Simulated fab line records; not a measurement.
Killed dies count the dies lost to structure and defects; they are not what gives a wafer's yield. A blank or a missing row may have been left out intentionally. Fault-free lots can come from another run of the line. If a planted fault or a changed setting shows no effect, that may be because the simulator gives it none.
A lot that was struck, set against a sound lot / flow sky130 / 18 steps out of a route of 708
Sound: the wafers L466.1, L466.3, L466.4. The struck wafers were L471.2, L471.3, L471.5. The cause is named last.
Per side, at each step with rows, come the tool, then ch with its chambers, and then its first start. Under that, the readings that differ: sound wafers / struck wafers / difference of the means / sigmas: that difference in standard deviations of wafers without a fault.
alike: same words and numbers on both sides, and readings whose means sit less than 2 such deviations apart. not compared: any withheld reading, any reading some wafer has no value for, any bound like >300 that may hide the same value, and any number with overlapping values for which the record gives no deviation.
A row with sigmas, a row that says differs or no value, or rows on one side alone: a step with any of these is where the two part. Numbers that don't overlap but have no deviation are shown without sigmas and don't part them. Lack of a reading on every wafer of one side parts them only where that side has two or more wafers.

SKY_LDD_HVP_STRIP_09: strips in O2/N2.
  sound on plasma_asher-03 ch 0,1, day 23 20:13; struck on plasma_asher-03 ch 0,1, day 25 03:28
  alike: chamber_pressure_mTorr, drypump_motor_current_A, o2_flow_sccm, oes_product_au, strip_time_to_endpoint_s
  not compared: rf_hours_counter_h
SKY_LDD_HVP_TW_MEAS_10:
  sound on film_metro-04, day 23 20:19; struck on film_metro-01, day 25 03:35
reading=LDD_HVP_TW; sound=461 462 461; struck=451 449 447; difference=-12; sigmas=-2
then, 7 steps without rows for these wafers: SKY_LDD_LDN_DEHYDRATE_00 (time 60 s); SKY_LDD_LDN_HMDS_01 (prime time 60 s); SKY_LDD_LDN_COAT_02 (resist thk 1140 nm); SKY_LDD_LDN_SOFTBAKE_03 (time 60 s); SKY_LDD_LDN_EXPOSE_04 (exposes mask LDNTM, target cd 700 nm); SKY_LDD_LDN_PEB_05; SKY_LDD_LDN_DEVELOP_06 (develop time 60 s).
SKY_LDD_LDN_OVL_MEAS_07:
  sound on overlay-02, day 25 02:20; struck on overlay-02, day 26 09:08
  alike: LDD_LDN_OVL
then, 2 steps without rows for these wafers: SKY_LDD_LDN_IMPLANT_08; SKY_LDD_LDN_IMPLANT_09.
SKY_LDD_LDN_IMPLANT_10:
  sound on implanter-03 ch 0, day 25 02:40; struck on implanter-04 ch 0, day 26 09:29
reading=dose_ions_cm2; sound=1.2489e+13 1.2483e+13 1.2484e+13; struck=4.198e+12 4.214e+12 4.181e+12; difference=-8.288e+12; sigmas=-99 or more
reading=faraday_current_uA; sound=69.1 71.9 70.5; struck=23.4 23.6 24.1; difference=-46.8; sigmas=-36
following that, these wafers have no rows for 1 step: SKY_LDD_LDN_IMPLANT_11.
SKY_LDD_LDN_STRIP_12: strips in O2/N2.
  sound on plasma_asher-01 ch 0,1, day 25 02:58; struck on plasma_asher-04 ch 0,1, day 26 09:46
reading=drypump_motor_current_A (A); sound=5.1 5.6 5.1; struck=6.5 6.3 6.5; difference=+1.2; sigmas=+2
  alike: chamber_pressure_mTorr, o2_flow_sccm, oes_product_au, strip_time_to_endpoint_s
  not compared: rf_hours_counter_h
SKY_LDD_LDN_TW_MEAS_13:
  sound on film_metro-03, day 25 03:04; struck on film_metro-03, day 26 09:52
reading=LDD_LDN_TW; sound=1462 1464 1457; struck=1383 1377 1378; difference=-82; sigmas=-4
then, 1 step without rows for these wafers: SKY_LDD_LDN_CLEAN_14 (cleans in SC1/SC2, time 150 s).
-- a jump in the record: the struck wafers' starts before and after are 22 days apart (it breaks off in module LDD_LDN and resumes in module PAD_OPEN, where the first step shown is number 708 of the route) --
SKY_PAD_OPEN_PROBE_99:
  sound on prober-02, day 47 11:33; struck on prober-02, day 48 08:59
reading=model.etest.tip_sonos.rs_ohm_sq; sound=2674 2620 2683; struck=2959 2923 2900; difference=+268; sigmas=
  alike: killed_at_M0_to_M3, killed_at_M4_up, killed_at_contacts, killed_at_front_end, killed_at_other, killed_dies, killed_open, killed_short

== WHERE THEY PART ==
Earliest at SKY_LDD_HVP_TW_MEAS_10; latest, in this record, at SKY_LDD_LDN_TW_MEAS_13. Later steps at which nothing parts them and some readings are alike: SKY_PAD_OPEN_PROBE_99.

WHY: what had been put in by the simulator
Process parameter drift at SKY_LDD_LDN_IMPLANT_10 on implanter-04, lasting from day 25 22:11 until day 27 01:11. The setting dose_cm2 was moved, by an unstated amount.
